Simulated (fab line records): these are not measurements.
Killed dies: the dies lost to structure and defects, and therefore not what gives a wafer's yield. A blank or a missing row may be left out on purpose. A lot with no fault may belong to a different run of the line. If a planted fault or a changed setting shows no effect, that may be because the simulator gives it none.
fab line records + flow sky130
[record]
- lots = 6
- wafers = 18
- last_day = 50
route steps=708 shown SD_P@326 RES_XHIGH@332 SD_N@342 PAD_OPEN@708
lots that met no fault: from a run of the same line without faults
start_h: hours from the record's first day to the start of the lot's first wafer shown + wait_h: hours since the lot's step before + " same as the row above + L1.1+2: a single row standing in for several wafers + - no value, or no start was given + * or withheld: withheld + < > ~ a bound
route shown NAME@n: NAME is a module with steps in the file, n the number in the route of the first one + usual: average and standard deviation across the fault-free wafers + same: alike in all rows + chamber/n: place in a boat + sites: per-site readings + _std_site: their standard deviation + _edge_site: inner sites' mean taken away from outer sites' mean + radius_mm: for every site, how far away it sits from the centre of the wafer + mask NAME#n: copy n + behind: the last tool/chamber to shape the wafer + hold: the reason the lot was held/the length of the hold in hours/how it ended + device: names the non-switching transistor (n, p or np) + end of line: tests run on the same wafers once the route is complete + for a step that has no rows: nothing shown but its recipe + killed: dies lost to structure and defects at the first sort, not the wafer's yield + map: a wafer's dies, x killed, . not, _ none there
set.NAME: the setting the step ran with; set.NAME@STEP: the setting that earlier step ran with + model.NAME: the simulator's own value behind a step, which no gauge read
certain route steps with their lots: each step a table, each wafer a row
services: a tool's chamber out of use, with start hour (start_h, from the record's first day; less than 0 if before it), hours out, and reason
[[steps]]
[step SKY_SD_P_DEVELOP_06]
[recipe]
- resist = NOVOLAK
- developer = TMAH
- develop_time_s = 60
- dev_temp_c = 23
[step SKY_SD_P_CD_MEAS_07]
[recipe]
- target_cd_nm = 380
[usual]
- cd_nm = 379.6/2.9
| lot.wafer | tool      | chamber | start_h | wait_h | cd_nm |
|-----------|-----------|---------|---------|--------|-------|
| L900.2    | cd_sem-02 | -       | 570.60  | 0.1    | 379.2 |
| L900.3    | "         | -       | "       | "      | 379.9 |
| L900.5    | "         | -       | "       | "      | 377.1 |
| L904.1    | cd_sem-02 | -       | 639.63  | 0.1    | 380.3 |
| L904.3    | "         | -       | "       | "      | 381.5 |
| L904.4    | "         | -       | "       | "      | 380.1 |
| L911.2    | cd_sem-01 | -       | 673.70  | 0.1    | 383.6 |
| L911.5    | "         | -       | "       | "      | 381.1 |
| L911.6    | "         | -       | "       | "      | 384.8 |
| L912.2    | cd_sem-02 | -       | 681.86  | 0.1    | 377.0 |
| L912.3    | "         | -       | "       | "      | 378.0 |
| L912.5    | "         | -       | "       | "      | 378.3 |
| L915.1    | cd_sem-01 | -       | 736.95  | 0.2    | 378.5 |
| L915.3    | "         | -       | "       | "      | 378.8 |
| L915.6    | "         | -       | "       | "      | 378.9 |
| L921.3    | cd_sem-01 | -       | 772.45  | 0.1    | 379.3 |
| L921.5    | "         | -       | "       | "      | 376.3 |
| L921.6    | "         | -       | "       | "      | 378.9 |
[step SKY_SD_P_OVL_MEAS_08]
[usual]
- SD_P_OVL = -0.7/1.2
| lot.wafer | tool       | chamber | start_h | wait_h | SD_P_OVL[nm] |
|-----------|------------|---------|---------|--------|--------------|
| L900.2    | overlay-01 | -       | 570.71  | 0.1    | -2.4         |
| L900.3    | "          | -       | "       | "      | -2.6         |
| L900.5    | "          | -       | "       | "      | -2.0         |
| L904.1    | overlay-02 | -       | 639.75  | 0.1    | -0.3         |
| L904.3    | "          | -       | "       | "      | -1.7         |
| L904.4    | "          | -       | "       | "      | -1.2         |
| L911.2    | overlay-02 | -       | 673.81  | 0.1    | 0.7          |
| L911.5    | "          | -       | "       | "      | -0.3         |
| L911.6    | "          | -       | "       | "      | -1.4         |
| L912.2    | overlay-01 | -       | 681.96  | 0.1    | 1.6          |
| L912.3    | "          | -       | "       | "      | -0.3         |
| L912.5    | "          | -       | "       | "      | 0.8          |
| L915.1    | overlay-01 | -       | 737.07  | 0.1    | -3.4         |
| L915.3    | "          | -       | "       | "      | -2.0         |
| L915.6    | "          | -       | "       | "      | -3.0         |
| L921.3    | overlay-01 | -       | 772.54  | 0.1    | -2.2         |
| L921.5    | "          | -       | "       | "      | -0.7         |
| L921.6    | "          | -       | "       | "      | -0.3         |
[step SKY_SD_P_IMPLANT_09]
[recipe]
- species = BF2
- energy_kev = 20
- dose_cm2 = 3e+15
- tilt_deg = 0
[step SKY_SD_P_STRIP_10]
[recipe]
- chemistry = O2/N2
- power_w = 1400
- pressure_mtorr = 1500
- platen_temp_c = withheld
- o2_flow_sccm = 3000
- n2_flow_sccm = 300
- overash_fraction = 0.5
[usual]
- chamber_pressure_mTorr = 1499.9/1.3
- drypump_motor_current_A = 5.7/0.34
- oes_product_au = 0.618/0.0048
- strip_time_to_endpoint_s = 17.51/0.039
| lot.wafer | tool            | chamber | start_h | wait_h | chamber_pressure_mTorr | drypump_motor_current_A | oes_product_au | rf_hours_counter_h | strip_time_to_endpoint_s |
|-----------|-----------------|---------|---------|--------|------------------------|-------------------------|----------------|--------------------|--------------------------|
| L900.2    | plasma_asher-04 | 0       | 570.89  | 0.1    | 1500.7                 | 6.1                     | 0.613          | 90                 | 17.47                    |
| L900.3    | "               | 0       | "       | "      | 1499.4                 | 6.1                     | 0.620          | -                  | 17.49                    |
| L900.5    | "               | 0       | "       | "      | 1499.6                 | 6.1                     | 0.621          | -                  | 17.50                    |
| L904.1    | plasma_asher-04 | 0       | 639.94  | 0.1    | 1501.8                 | 6.1                     | 0.610          | 96                 | 17.55                    |
| L904.3    | "               | 1       | "       | "      | 1499.0                 | 6.0                     | 0.619          | -                  | 17.50                    |
| L904.4    | "               | 0       | "       | "      | 1500.3                 | 6.1                     | 0.618          | -                  | 17.56                    |
| L911.2    | plasma_asher-03 | 1       | 673.99  | 0.1    | 1502.4                 | 5.8                     | 0.621          | 83                 | 17.55                    |
| L911.5    | "               | 0       | "       | "      | 1500.3                 | 5.5                     | 0.617          | -                  | 17.48                    |
| L911.6    | "               | 1       | "       | "      | 1502.3                 | 5.8                     | 0.614          | -                  | 17.53                    |
| L912.2    | plasma_asher-04 | 0       | 682.14  | 0.1    | 1500.4                 | 6.1                     | 0.624          | 100                | 17.56                    |
| L912.3    | "               | 0       | "       | "      | 1502.0                 | 6.1                     | 0.626          | -                  | 17.56                    |
| L912.5    | "               | 1       | "       | "      | 1501.9                 | 6.0                     | 0.618          | -                  | 17.51                    |
| L915.1    | plasma_asher-03 | 0       | 737.26  | 0.1    | 1500.6                 | 5.5                     | 0.613          | 89                 | 17.51                    |
| L915.3    | "               | 0       | "       | "      | 1500.5                 | 5.5                     | 0.619          | -                  | 17.46                    |
| L915.6    | "               | 1       | "       | "      | 1498.5                 | 5.8                     | 0.619          | -                  | 17.43                    |
| L921.3    | plasma_asher-03 | 0       | 772.75  | 0.1    | 1500.0                 | 5.5                     | 0.615          | -                  | 17.49                    |
| L921.5    | "               | 0       | "       | "      | 1499.3                 | 5.5                     | 0.619          | -                  | 17.50                    |
| L921.6    | "               | 1       | "       | "      | 1498.8                 | 5.8                     | 0.612          | -                  | 17.47                    |
[step SKY_SD_P_TW_MEAS_11]
[usual]
- SD_P_TW = 2821/17
| lot.wafer | tool          | chamber | start_h | wait_h | SD_P_TW |
|-----------|---------------|---------|---------|--------|---------|
| L900.2    | film_metro-03 | -       | 571.00  | 0.1    | 2814    |
| L900.3    | "             | -       | "       | "      | 2829    |
| L900.5    | "             | -       | "       | "      | 2826    |
| L904.1    | film_metro-04 | -       | 640.04  | 0.1    | 2825    |
| L904.3    | "             | -       | "       | "      | 2822    |
| L904.4    | "             | -       | "       | "      | 2825    |
| L911.2    | film_metro-04 | -       | 674.10  | 0.1    | 2814    |
| L911.5    | "             | -       | "       | "      | 2801    |
| L911.6    | "             | -       | "       | "      | 2787    |
| L912.2    | film_metro-02 | -       | 682.25  | 0.1    | 2813    |
| L912.3    | "             | -       | "       | "      | 2830    |
| L912.5    | "             | -       | "       | "      | 2818    |
| L915.1    | film_metro-04 | -       | 737.36  | 0.1    | 2803    |
| L915.3    | "             | -       | "       | "      | 2780    |
| L915.6    | "             | -       | "       | "      | 2810    |
| L921.3    | film_metro-02 | -       | 772.84  | 0.1    | 2820    |
| L921.5    | "             | -       | "       | "      | 2827    |
| L921.6    | "             | -       | "       | "      | 2824    |
[step SKY_RES_XHIGH_DEHYDRATE_00]
[recipe]
- temp_c = 200
- time_s = 60
[step SKY_RES_XHIGH_HMDS_01]
[recipe]
- prime_time_s = 60
- prime_temp_c = 120
[step SKY_RES_XHIGH_COAT_02]
[recipe]
- resist = NOVOLAK
- spin_rpm = 3000
- resist_thk_nm = 1140
[step SKY_RES_XHIGH_SOFTBAKE_03]
[recipe]
- temp_c = 90
- time_s = 60
- resist = NOVOLAK
[step SKY_RES_XHIGH_EXPOSE_04]
[recipe]
- mask_id = URPM
- na = 0.6
- source_shape = conventional
- sigma_outer = 0.6
- polarization = unpolarized
- target_cd_nm = 1270
- dose_mj = 140
[step SKY_RES_XHIGH_PEB_05]
[recipe]
- temp_c = withheld
- time_s = *
- resist = NOVOLAK
[step SKY_RES_XHIGH_DEVELOP_06]
[recipe]
- resist = NOVOLAK
- developer = TMAH
- develop_time_s = 60
- dev_temp_c = 23
| lot.wafer  | tool           | chamber | start_h | wait_h |
|------------|----------------|---------|---------|--------|
| L900.2+3+5 | litho_track-02 | 0       | 599.06  | 0.1    |
| L904.1+3+4 | litho_track-04 | 0       | 668.21  | 0.1    |
| L911.2+5+6 | litho_track-02 | 0       | 701.81  | 0.1    |
| L912.2+3+5 | litho_track-02 | 0       | 709.36  | 0.1    |
| L915.1+3+6 | litho_track-01 | 0       | 764.98  | 0.1    |
| L921.3+5+6 | litho_track-01 | 0       | 798.23  | 0.1    |
[step SKY_RES_XHIGH_IMPLANT_07]
[recipe]
- species = BF2
- energy_kev = 20
- dose_cm2 = 3.6e+14
- tilt_deg = 0
[step SKY_RES_XHIGH_STRIP_08]
[recipe]
- chemistry = O2/N2
- power_w = 1400
- pressure_mtorr = 1500
- platen_temp_c = withheld
- o2_flow_sccm = 3000
- n2_flow_sccm = 300
- overash_fraction = 0.5
[usual]
- chamber_pressure_mTorr = 1499.8/1.4
- drypump_motor_current_A = 5.3/0.34
- oes_product_au = 0.711/0.004
- strip_time_to_endpoint_s = 14.29/0.038
| lot.wafer | tool            | chamber | start_h | wait_h | chamber_pressure_mTorr | drypump_motor_current_A | oes_product_au | rf_hours_counter_h | strip_time_to_endpoint_s |
|-----------|-----------------|---------|---------|--------|------------------------|-------------------------|----------------|--------------------|--------------------------|
| L900.2    | plasma_asher-01 | 0       | 599.34  | 0.1    | 1498.7                 | 4.8                     | 0.708          | 17                 | 14.31                    |
| L900.3    | "               | 1       | "       | "      | 1499.2                 | 5.3                     | 0.714          | -                  | 14.33                    |
| L900.5    | "               | 1       | "       | "      | 1500.6                 | 5.3                     | 0.707          | -                  | 14.33                    |
| L904.1    | plasma_asher-02 | 0       | 668.51  | 0.1    | 1501.8                 | 5.0                     | 0.707          | 55                 | 14.28                    |
| L904.3    | "               | 0       | "       | "      | 1499.5                 | 4.9                     | 0.716          | -                  | 14.28                    |
| L904.4    | "               | 1       | "       | "      | 1500.7                 | 5.6                     | 0.713          | -                  | 14.26                    |
| L911.2    | plasma_asher-03 | 0       | 702.09  | 0.1    | 1503.6                 | 5.5                     | 0.714          | 85                 | 14.38                    |
| L911.5    | "               | 0       | "       | "      | 1501.7                 | 5.5                     | 0.711          | -                  | 14.37                    |
| L911.6    | "               | 1       | "       | "      | 1498.2                 | 5.7                     | 0.716          | -                  | 14.38                    |
| L912.2    | plasma_asher-03 | 1       | 709.64  | 0.1    | 1499.6                 | 5.8                     | 0.721          | 86                 | 14.30                    |
| L912.3    | "               | 1       | "       | "      | 1498.6                 | 5.8                     | 0.714          | -                  | 14.26                    |
| L912.5    | "               | 0       | "       | "      | 1498.8                 | 5.5                     | 0.711          | -                  | 14.23                    |
| L915.1    | plasma_asher-03 | 1       | 765.28  | 0.1    | 1500.1                 | 5.7                     | 0.714          | 92                 | 14.30                    |
| L915.3    | "               | 0       | "       | "      | 1502.3                 | 5.5                     | 0.716          | -                  | 14.30                    |
| L915.6    | "               | 0       | "       | "      | 1501.4                 | 5.5                     | 0.706          | -                  | 14.30                    |
| L921.3    | plasma_asher-01 | 0       | 798.51  | 0.1    | 1500.8                 | 4.8                     | 0.704          | -                  | 14.27                    |
| L921.5    | "               | 1       | "       | "      | 1500.5                 | 5.3                     | 0.711          | -                  | 14.21                    |
| L921.6    | "               | 0       | "       | "      | 1500.8                 | 4.8                     | 0.712          | -                  | 14.24                    |
[step SKY_RES_XHIGH_TW_MEAS_09]
[usual]
- RES_XHIGH_TW = 1639/13
| lot.wafer | tool          | chamber | start_h | wait_h | RES_XHIGH_TW |
|-----------|---------------|---------|---------|--------|--------------|
| L900.2    | film_metro-02 | -       | 599.45  | 0.1    | 1657         |
| L900.3    | "             | -       | "       | "      | 1651         |
| L900.5    | "             | -       | "       | "      | 1655         |
| L904.1    | film_metro-02 | -       | 668.61  | 0.1    | 1648         |
| L904.3    | "             | -       | "       | "      | 1654         |
| L904.4    | "             | -       | "       | "      | 1656         |
| L911.2    | film_metro-02 | -       | 702.20  | 0.1    | 30           |
| L911.5    | "             | -       | "       | "      | 30           |
| L911.6    | "             | -       | "       | "      | 30           |
| L912.2    | film_metro-04 | -       | 709.75  | 0.1    | 30           |
| L912.3    | "             | -       | "       | "      | 30           |
| L912.5    | "             | -       | "       | "      | 30           |
| L915.1    | film_metro-02 | -       | 765.38  | 0.1    | 1657         |
| L915.3    | "             | -       | "       | "      | 1652         |
| L915.6    | "             | -       | "       | "      | 1653         |
| L921.3    | film_metro-02 | -       | 798.60  | 0.1    | 1656         |
| L921.5    | "             | -       | "       | "      | 1671         |
| L921.6    | "             | -       | "       | "      | 1662         |
[step SKY_SD_N_DEHYDRATE_00]
[recipe]
- temp_c = 200
- time_s = 60
[step SKY_PAD_OPEN_PROBE_99]
[usual]
- killed_at_M0_to_M3 = 44/7
- killed_at_M4_up = 3.0/1.9
- killed_at_contacts = 24/5.4
- killed_at_front_end = 15/4.6
- killed_at_other = 0.3/0.5
- killed_dies = 87/10
- killed_on_rim = 17/3.5
- killed_open = 47/7
- killed_short = 40/6.2
[same]
- gross_dies = 492
- killed_at_back_side = 0
| lot.wafer | tool      | chamber | start_h | wait_h | killed_at_M0_to_M3 | killed_at_M4_up | killed_at_contacts | killed_at_front_end | killed_at_other | killed_dies | killed_on_rim | killed_open | killed_short | model.etest.res_xhigh_po.open |
|-----------|-----------|---------|---------|--------|--------------------|-----------------|--------------------|---------------------|-----------------|-------------|---------------|-------------|--------------|-------------------------------|
| L900.2    | prober-02 | -       | 1058.44 | 0.1    | 53                 | 5               | 28                 | 24                  | 2               | 112         | 21            | 65          | 47           | 0                             |
| L900.3    | prober-02 | -       | 1058.49 | 0.2    | 48                 | 3               | 21                 | 19                  | 0               | 91          | 15            | 51          | 40           | 0                             |
| L900.5    | prober-02 | -       | 1058.59 | 0.2    | 47                 | 0               | 27                 | 10                  | 0               | 84          | 17            | 48          | 36           | 0                             |
| L904.1    | prober-02 | -       | 1109.01 | 0.1    | 45                 | 1               | 13                 | 13                  | 0               | 72          | 17            | 34          | 38           | 0                             |
| L904.3    | prober-02 | -       | 1109.11 | 0.2    | 42                 | 5               | 22                 | 13                  | 0               | 82          | 15            | 44          | 38           | 0                             |
| L904.4    | prober-02 | -       | 1109.16 | 0.2    | 44                 | 1               | 26                 | 8                   | 0               | 79          | 13            | 41          | 38           | 0                             |
| L911.2    | prober-02 | -       | 1131.10 | 0.1    | 44                 | 1               | 24                 | 17                  | 406             | 492         | 96            | 51          | 35           | 1                             |
| L911.5    | prober-02 | -       | 1131.25 | 0.2    | 48                 | 6               | 24                 | 14                  | 400             | 492         | 96            | 47          | 45           | 1                             |
| L911.6    | prober-02 | -       | 1131.30 | 0.2    | 36                 | 1               | 34                 | 18                  | 403             | 492         | 96            | 51          | 39           | 1                             |
| L912.2    | prober-02 | -       | 1140.70 | 0.1    | 37                 | 3               | 25                 | 19                  | 408             | 492         | 96            | 47          | 37           | 1                             |
| L912.3    | prober-02 | -       | 1140.75 | 0.2    | 48                 | 4               | 26                 | 26                  | 388             | 492         | 96            | 62          | 42           | 1                             |
| L912.5    | prober-02 | -       | 1140.85 | 0.2    | 48                 | 4               | 19                 | 29                  | 392             | 492         | 96            | 50          | 50           | 1                             |
| L915.1    | prober-01 | -       | 1178.80 | 0.1    | 55                 | 4               | 24                 | 21                  | 0               | 104         | 20            | 55          | 49           | 0                             |
| L915.3    | prober-01 | -       | 1178.90 | 0.2    | 34                 | 8               | 33                 | 11                  | 0               | 86          | 10            | 43          | 43           | 0                             |
| L915.6    | prober-01 | -       | 1179.05 | 0.2    | 57                 | 5               | 23                 | 12                  | 1               | 98          | 16            | 56          | 42           | 0                             |
| L921.3    | prober-01 | -       | 1198.41 | 0.2    | 45                 | 3               | 24                 | 15                  | 0               | 87          | 17            | 46          | 41           | 0                             |
| L921.5    | prober-01 | -       | 1198.51 | 0.2    | 40                 | 1               | 26                 | 10                  | 1               | 78          | 19            | 45          | 33           | 0                             |
| L921.6    | prober-01 | -       | 1198.56 | 0.2    | 45                 | 0               | 22                 | 16                  | 0               | 83          | 19            | 38          | 45           | 0                             |
// killed by level:class
L900.2 LI_CONTACT:geometric_particle:open=13 VIA2:geometric_particle:open=10 CONTACT:geometric_particle:open=9 VIA1:geometric_particle:open=8 POLY_GATE:geometric_particle:short=7 METAL3:geometric_particle:short=7 POLY_GATE:geometric_particle:open=6 VIA3:geometric_particle:open=6
L900.3 VIA1:geometric_particle:open=13 CONTACT:geometric_particle:open=8 FIELD_ISO:geometric_particle:short=6 POLY_GATE:geometric_particle:open=6 LI_CONTACT:geometric_particle:open=6 VIA3:geometric_particle:open=6 METAL1:geometric_particle:short=6 VIA2:geometric_particle:open=6
L900.5 VIA1:geometric_particle:open=10 CONTACT:geometric_particle:short=9 VIA3:geometric_particle:open=9 CONTACT:geometric_particle:open=8 LI_CONTACT:geometric_particle:open=7 VIA1:geometric_particle:short=6 METAL2:geometric_particle:short=6 VIA2:geometric_particle:open=5
L904.1 VIA1:geometric_particle:short=10 VIA1:geometric_particle:open=9 METAL1:geometric_particle:short=7 CONTACT:geometric_particle:open=5 VIA2:geometric_particle:open=5 VIA3:geometric_particle:short=5 FIELD_ISO:geometric_particle:open=4 FIELD_ISO:geometric_particle:short=4
L904.3 VIA1:geometric_particle:open=14 CONTACT:geometric_particle:open=8 METAL1:geometric_particle:short=7 FIELD_ISO:geometric_particle:short=5 LOCAL_INTERCONNECT:geometric_particle:short=5 VIA2:geometric_particle:open=5 LI_CONTACT:geometric_particle:open=4 CONTACT:geometric_particle:short=3
L904.4 VIA1:geometric_particle:open=10 CONTACT:geometric_particle:open=9 LI_CONTACT:geometric_particle:open=8 METAL3:geometric_particle:short=7 METAL1:geometric_particle:short=6 METAL2:geometric_particle:short=5 LOCAL_INTERCONNECT:geometric_particle:short=4 LI_CONTACT:geometric_particle:short=3
L911.2 RES_XHIGH:area_develop=406 VIA1:geometric_particle:open=13 VIA3:geometric_particle:open=8 CONTACT:geometric_particle:open=7 VIA1:geometric_particle:short=6 FIELD_ISO:geometric_particle:open=5 VIA2:geometric_particle:open=5 LOCAL_INTERCONNECT:geometric_particle:short=5
L911.5 RES_XHIGH:area_develop=400 VIA1:geometric_particle:open=16 CONTACT:geometric_particle:open=8 VIA1:geometric_particle:short=8 METAL2:geometric_particle:short=6 POLY_GATE:geometric_particle:short=5 LOCAL_INTERCONNECT:geometric_particle:short=5 LI_CONTACT:geometric_particle:open=4
L911.6 RES_XHIGH:area_develop=402 CONTACT:geometric_particle:open=18 VIA1:geometric_particle:open=11 FIELD_ISO:geometric_particle:short=8 LI_CONTACT:geometric_particle:open=6 CONTACT:geometric_particle:short=6 VIA1:geometric_particle:short=5 FIELD_ISO:geometric_particle:open=4
L912.2 RES_XHIGH:area_develop=408 CONTACT:geometric_particle:open=9 VIA1:geometric_particle:open=8 CONTACT:geometric_particle:short=6 VIA2:geometric_particle:open=6 VIA3:geometric_particle:open=5 FIELD_ISO:geometric_particle:short=4 POLY_GATE:geometric_particle:short=4
L912.3 RES_XHIGH:area_develop=388 VIA1:geometric_particle:open=12 VIA2:geometric_particle:open=9 LI_CONTACT:geometric_particle:open=8 CONTACT:geometric_particle:open=8 POLY_GATE:geometric_particle:open=6 POLY_GATE:geometric_particle:short=6 FIELD_ISO:geometric_particle:open=5
L912.5 RES_XHIGH:area_develop=392 VIA1:geometric_particle:open=10 CONTACT:geometric_particle:open=8 FIELD_ISO:geometric_particle:short=7 VIA3:geometric_particle:open=7 POLY_GATE:geometric_particle:open=6 VIA1:geometric_particle:short=6 VIA2:geometric_particle:short=6
L915.1 VIA1:geometric_particle:open=13 LI_CONTACT:geometric_particle:open=8 CONTACT:geometric_particle:open=8 VIA3:geometric_particle:open=8 VIA1:geometric_particle:short=7 METAL2:geometric_particle:short=7 FIELD_ISO:geometric_particle:short=6 METAL1:geometric_particle:short=6
L915.3 CONTACT:geometric_particle:open=14 VIA1:geometric_particle:open=12 VIA1:geometric_particle:short=10 LI_CONTACT:geometric_particle:open=7 LOCAL_INTERCONNECT:geometric_particle:short=7 METAL4:geometric_particle:short=5 FIELD_ISO:geometric_particle:short=4 LI_CONTACT:geometric_particle:short=4
L915.6 VIA1:geometric_particle:open=13 CONTACT:geometric_particle:open=10 VIA3:geometric_particle:open=9 LI_CONTACT:geometric_particle:open=8 VIA1:geometric_particle:short=8 VIA2:geometric_particle:open=6 METAL1:geometric_particle:short=5 VIA3:geometric_particle:short=5
L921.3 VIA1:geometric_particle:open=13 LOCAL_INTERCONNECT:geometric_particle:short=7 LI_CONTACT:geometric_particle:open=6 CONTACT:geometric_particle:open=6 VIA1:geometric_particle:short=6 METAL2:geometric_particle:short=6 METAL1:geometric_particle:short=5 VIA3:geometric_particle:open=5
L921.5 VIA1:geometric_particle:open=12 LI_CONTACT:geometric_particle:open=8 LI_CONTACT:geometric_particle:short=7 CONTACT:geometric_particle:open=6 METAL1:geometric_particle:short=6 VIA2:geometric_particle:open=5 FIELD_ISO:geometric_particle:open=4 METAL2:geometric_particle:short=4
L921.6 VIA1:geometric_particle:open=10 CONTACT:geometric_particle:open=10 FIELD_ISO:geometric_particle:short=9 METAL1:geometric_particle:short=6 VIA3:geometric_particle:open=6 METAL2:geometric_particle:short=5 LI_CONTACT:geometric_particle:short=4 CONTACT:geometric_particle:short=4
// map L911.2 (x killed, . not)
__________xxxxxxxxxx_________
________xxxxxxxxxxxxxx_______
______xxxxxxxxxxxxxxxxxx_____
_____xxxxxxxxxxxxxxxxxxxx____
____xxxxxxxxxxxxxxxxxxxxxx___
___xxxxxxxxxxxxxxxxxxxxxxxx__
__xxxxxxxxxxxxxxxxxxxxxxxxxx_
_xxxxxxxxxxxxxxxxxxxxxxxxxxxx
_xxxxxxxxxxxxxxxxxxxxxxxxxxxx
_xxxxxxxxxxxxxxxxxxxxxxxxxxxx
_xxxxxxxxxxxxxxxxxxxxxxxxxxxx
_xxxxxxxxxxxxxxxxxxxxxxxxxxxx
_xxxxxxxxxxxxxxxxxxxxxxxxxxxx
_xxxxxxxxxxxxxxxxxxxxxxxxxxxx
_xxxxxxxxxxxxxxxxxxxxxxxxxxxx
__xxxxxxxxxxxxxxxxxxxxxxxxxx_
___xxxxxxxxxxxxxxxxxxxxxxxx__
____xxxxxxxxxxxxxxxxxxxxxx___
_____xxxxxxxxxxxxxxxxxxxx____
______xxxxxxxxxxxxxxxxxx_____
________xxxxxxxxxxxxxx_______
__________xxxxxxxxxx_________
// map L912.2 (x killed, . not)
__________xxxxxxxxxx_________
________xxxxxxxxxxxxxx_______
______xxxxxxxxxxxxxxxxxx_____
_____xxxxxxxxxxxxxxxxxxxx____
____xxxxxxxxxxxxxxxxxxxxxx___
___xxxxxxxxxxxxxxxxxxxxxxxx__
__xxxxxxxxxxxxxxxxxxxxxxxxxx_
_xxxxxxxxxxxxxxxxxxxxxxxxxxxx
_xxxxxxxxxxxxxxxxxxxxxxxxxxxx
_xxxxxxxxxxxxxxxxxxxxxxxxxxxx
_xxxxxxxxxxxxxxxxxxxxxxxxxxxx
_xxxxxxxxxxxxxxxxxxxxxxxxxxxx
_xxxxxxxxxxxxxxxxxxxxxxxxxxxx
_xxxxxxxxxxxxxxxxxxxxxxxxxxxx
_xxxxxxxxxxxxxxxxxxxxxxxxxxxx
__xxxxxxxxxxxxxxxxxxxxxxxxxx_
___xxxxxxxxxxxxxxxxxxxxxxxx__
____xxxxxxxxxxxxxxxxxxxxxx___
_____xxxxxxxxxxxxxxxxxxxx____
______xxxxxxxxxxxxxxxxxx_____
________xxxxxxxxxxxxxx_______
__________xxxxxxxxxx_________
[[services]]
| tool            | chamber | start_h | hours | kind       |
|-----------------|---------|---------|-------|------------|
| plasma_asher-01 | -       | 557.33  | 1.6   | repair     |
| plasma_asher-02 | -       | 595.70  | 1.3   | repair     |
| plasma_asher-04 | -       | 644.00  | 2.8   | pm         |
| plasma_asher-03 | -       | 681.79  | 2.5   | repair     |
| plasma_asher-04 | -       | 733.75  | 9.0   | pm         |
| plasma_asher-04 | 0       | 733.75  | 9.0   | vent_cycle |
| plasma_asher-04 | 1       | 733.75  | 9.0   | vent_cycle |
| plasma_asher-04 | 0       | 742.75  | -     | clean      |
| plasma_asher-04 | 1       | 742.75  | -     | clean      |
| plasma_asher-02 | -       | 751.82  | 0.6   | repair     |
| plasma_asher-03 | -       | 768.52  | 0.8   | repair     |
[[key]]
[first_sign]
- step = SKY_RES_XHIGH_TW_MEAS_09
- reading = RES_XHIGH_TW
- direction = down
- sigmas = 99+
- usual = 1639
- struck = 30
[effect]
- step = SKY_PAD_OPEN_PROBE_99
- reading = killed_at_other
- direction = up
- sigmas = 99+
- usual = 0.3
- struck = 399.5
[model_effect]
- step = SKY_PAD_OPEN_PROBE_99
- value = etest.res_xhigh_po.open
- without = 0
- struck = 1
[more_kills_born_at]
- SKY_RES_XHIGH_DEVELOP_06@litho_track-02 = 2396
met_at SKY_RES_XHIGH_DEVELOP_06
struck_wafers L911.2,L911.5,L911.6,L912.2,L912.3,L912.5
tester_left_out L911,L912
onset_between 599.06 701.81
[fault]
- kind = process_parameter_drift
- tool = litho_track-02
- chamber = -
- onset_h = 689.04
- steps = SKY_RES_XHIGH_DEVELOP_06
- channel = develop_time_s
- offset = *
- shape = step
- end_h = 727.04
- acts_in = *
- stated = *
// tester_left_out: of these lots the tester's yield and bins aren't shown, on N5 and GAA mostly nor the transistor test; their killed dies are dies lost to structure and defects alone, not to doping, threshold or leakage, so they don't give the yield
